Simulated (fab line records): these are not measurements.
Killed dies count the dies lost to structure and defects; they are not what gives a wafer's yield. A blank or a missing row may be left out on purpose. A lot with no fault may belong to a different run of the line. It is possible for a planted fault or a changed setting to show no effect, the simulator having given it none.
Chamber matching    flow sky130    pecvd-01 running SKY_CONTACT_CVD_00: 3 sister chambers
The step deposits Si3N4, target thk 75 nm. 3 wafers are shown with their chamber, then 10 later ones without.

## WAFERS WITH THEIR CHAMBER
wafer   chamber  heaterPowerW (W)
L082.6  1        724
L084.1  0        591
L084.3  2        732

## WAFERS WHOSE CHAMBER IS MISSING
wafer   heaterPowerW (W)
L084.4  583
L087.1  613
L087.2  709
L087.3  711
L087.4  724
L087.5  626
L087.6  721
L096.2  678
L096.3  609
L096.6  692

## WHICH CHAMBER EACH WENT THROUGH
wafer   from the rows above           in truth
L084.4  0                             0
L087.1  0                             0
L087.2  can't be placed: 1 or 2       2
L087.3  can't be placed: 1 or 2       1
L087.4  can't be placed: 1 or 2       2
L087.5  0                             0
L087.6  can't be placed: 1 or 2       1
L096.2  can't be placed: 1 or 2 or 0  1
L096.3  0                             0
L096.6  can't be placed: 1 or 2       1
4 of 10 placed correctly. Can't be placed from these rows: 6 (the true chamber is among the candidates in 6). Wrongly placed: 0.
How it was worked out, from the rows above alone: a wafer's distance from a chamber is the root of the sum, over the readings, of the square of ((its reading less the chamber's mean) divided by the reading's scatter). The wafer belongs to the nearest chamber; if the next one is less than 2 further off, it can't be placed. For every chamber, the mean is computed from those of its wafers that are shown. The scatter: with one shown wafer a chamber, the root of the mean of the squares of how far each hidden wafer lies from its nearest shown one.
